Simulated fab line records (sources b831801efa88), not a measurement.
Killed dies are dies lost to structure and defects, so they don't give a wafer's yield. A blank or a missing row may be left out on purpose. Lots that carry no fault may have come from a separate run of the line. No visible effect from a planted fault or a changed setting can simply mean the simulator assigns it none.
A struck lot beside a sound one | flow gf180mcu | 14 steps out of a route of 602
Sound: the wafers L738.1, L738.3, L738.5. Wafers L747.1, L747.3, L747.5 were the ones struck. The cause is named last.
Order at every step that has rows: each side's tool, ch and its chambers, its first start. Under that, the readings that differ: sound wafers | struck wafers | difference of the means | sigmas: that difference in standard deviations of wafers without a fault.
alike: readings whose means differ by less than 2 such deviations, and words and numbers that are the same on both sides. not compared: withheld readings, readings that some wafer has no value for, bounds like >300 that may hide the same value, and numbers for which the record gives no deviation and whose values overlap.
Wherever a step has rows on one side only, a row that says differs or no value, or a row with sigmas, the two part there. When numbers do not overlap yet have no deviation, they are printed without sigmas and do not part them. A reading missing from all wafers of one side parts the sides only when that side holds two or more wafers.

first, 1 step without rows for these wafers: GF_CONTACT_CVD_00 (deposits SiO2, target thk 300 nm, time 50 s).
GF_CONTACT_THK_MEAS_01:
  sound: film metro-03 at day 16 23:42; struck: film metro-03 at day 20 08:36
  alike: CONTACT_CVD_00_THK
GF_CONTACT_CVD_02: deposits SiO2 from TEOS, target thk 860 nm, time 95.992 s.
  sound on pecvd-02 ch 0,1,2, day 16 23:46; struck on pecvd-04 ch 0,2, day 20 08:40
  alike: heater power w
  not compared: since wet clean h
GF_CONTACT_THK_MEAS_03:
  sound: film metro-04 at day 16 23:50; struck: film metro-01 at day 20 08:44
  alike: CONTACT_CVD_02_THK
GF_CONTACT_CMP_04: polishes SiO2.
  sound on cmp-02 ch 1,3, day 16 23:56; struck on cmp-02 ch 0,2,3, day 20 08:53
  alike: motor current A, time to endpoint s
GF_CONTACT_BOW_MEAS_05:
  sound: film metro-04 at day 17 00:11; struck: film metro-03 at day 20 09:05
  alike: CONTACT_BOW
then, 6 steps without rows for these wafers: GF_CONTACT_DEHYDRATE_06 (time 60 s); GF_CONTACT_HMDS_07 (prime time 60 s); GF_CONTACT_COAT_08; GF_CONTACT_COAT_09 (resist thk 1000 nm); GF_CONTACT_SOFTBAKE_10 (time 60 s); GF_CONTACT_EXPOSE_11 (exposes mask Contact, target cd 220 nm).
GF_CONTACT_PEB_12: peb time 90 s.
  struck on litho track-02, day 21 08:41; sound on litho track-01 ch 0, day 17 23:19
  no value came back on the struck wafers for chill plate temp C (C), exhaust pa (Pa); on the sound wafers chill plate temp C (C) reads 22.87 22.91 22.85
then, 1 step without rows for these wafers: GF_CONTACT_DEVELOP_13 (develop time 60 s).

== WHERE THEY PART ==
GF_CONTACT_PEB_12 only, going by this record.

WHY: what had been put in by the simulator
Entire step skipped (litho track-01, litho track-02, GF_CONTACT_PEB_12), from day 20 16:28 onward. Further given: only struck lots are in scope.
